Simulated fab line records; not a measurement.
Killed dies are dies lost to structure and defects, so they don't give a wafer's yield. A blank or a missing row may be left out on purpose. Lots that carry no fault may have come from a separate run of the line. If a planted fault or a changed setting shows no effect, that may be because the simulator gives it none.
Chamber matching || flow sky130 || SKY_VIA2_CMP_02 on cmp-02: 4 sister chambers
The step polishes SiO2. 4 wafers are shown with their chamber, then 8 later ones without.

## WAFERS PAIRED WITH THEIR CHAMBERS
{"wafer": "L341.3", "chamber": 1, "motor-current-A (A)": 12.6}
{"wafer": "L341.5", "chamber": 0, "motor-current-A (A)": 13.5}
{"wafer": "L345.5", "chamber": 3, "motor-current-A (A)": 13.1}
{"wafer": "L346.3", "chamber": 2, "motor-current-A (A)": 10.9}

## WAFERS WITHOUT THEIR CHAMBER
{"wafer": "L346.4", "motor-current-A (A)": 13.4}
{"wafer": "L346.6", "motor-current-A (A)": 13.6}
{"wafer": "L348.2", "motor-current-A (A)": 13.0}
{"wafer": "L348.3", "motor-current-A (A)": 10.9}
{"wafer": "L348.6", "motor-current-A (A)": 12.6}
{"wafer": "L347.1", "motor-current-A (A)": 13.1}
{"wafer": "L347.3", "motor-current-A (A)": 11.7}
{"wafer": "L347.4", "motor-current-A (A)": 12.9}

## CHAMBER TAKEN BY EACH
{"wafer": "L346.4", "from the rows above": "can't be placed: 0 or 3", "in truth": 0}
{"wafer": "L346.6", "from the rows above": "can't be placed: 0 or 3", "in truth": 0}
{"wafer": "L348.2", "from the rows above": "can't be placed: 3 or 1 or 0", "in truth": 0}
{"wafer": "L348.3", "from the rows above": 2, "in truth": 2}
{"wafer": "L348.6", "from the rows above": "can't be placed: 1 or 3", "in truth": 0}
{"wafer": "L347.1", "from the rows above": "can't be placed: 3 or 0 or 1", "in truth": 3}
{"wafer": "L347.3", "from the rows above": "can't be placed: 2 or 1", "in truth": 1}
{"wafer": "L347.4", "from the rows above": "can't be placed: 3 or 1 or 0", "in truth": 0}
Placed correctly: 1 of 8. Cannot be placed on the basis of these rows: 7; the candidates contain the true chamber in 6. 0 placed wrongly.
How it was worked out, from the rows above alone: a wafer's distance from a chamber is the root of the sum, over the readings, of the square of ((its reading less the chamber's mean) divided by the reading's scatter). The wafer belongs to the nearest chamber; if the next one is less than 2 further off, it can't be placed. Each chamber's mean is taken over the wafers shown for it. The scatter: with one shown wafer a chamber, the root of the mean of the squares of how far each hidden wafer lies from its nearest shown one.
